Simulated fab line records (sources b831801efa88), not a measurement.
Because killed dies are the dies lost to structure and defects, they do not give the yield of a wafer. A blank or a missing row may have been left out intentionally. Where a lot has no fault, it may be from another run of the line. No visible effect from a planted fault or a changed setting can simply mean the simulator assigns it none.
Matching of chambers ; flow sky130 ; SKY_FIELD_ISO_ETCH_17 on rie_si-01: 4 sister chambers
The step etches Si in HBr/Cl2/O2, target depth 342 nm, time 97.7 s. 4 wafers are shown with their chamber, then 9 later ones without.

## WAFERS WITH THEIR CHAMBER
wafer;chamber;drypump_motor_current_A (A)
L935.3;2;6.4
L936.1;1;5.6
L936.5;0;6.2
L936.6;3;5.3

## WAFERS WHOSE CHAMBER IS MISSING
wafer;drypump_motor_current_A (A)
L937.2;6.4
L937.3;5.6
L937.4;5.3
L940.1;5.6
L940.2;5.3
L940.3;6.2
L943.2;5.3
L943.4;6.4
L943.5;5.7

## THE CHAMBER EACH PASSED THROUGH
wafer;from the rows above;in truth
L937.2;2;2
L937.3;1;1
L937.4;3;3
L940.1;1;1
L940.2;3;3
L940.3;0;0
L943.2;3;3
L943.4;2;2
L943.5;1;1
Correct placement for 9 of the 9. Number that these rows cannot place: 0. Placed wrongly: 0.
How it was worked out, from the rows above alone: a wafer's distance from a chamber is the root of the sum, over the readings, of the square of ((its reading less the chamber's mean) divided by the reading's scatter). The wafer belongs to the nearest chamber; if the next one is less than 2 further off, it can't be placed. For every chamber, the mean is computed from those of its wafers that are shown. The scatter (one wafer shown for each chamber): square how far every hidden wafer sits from the nearest shown wafer, average those squares and take the square root.
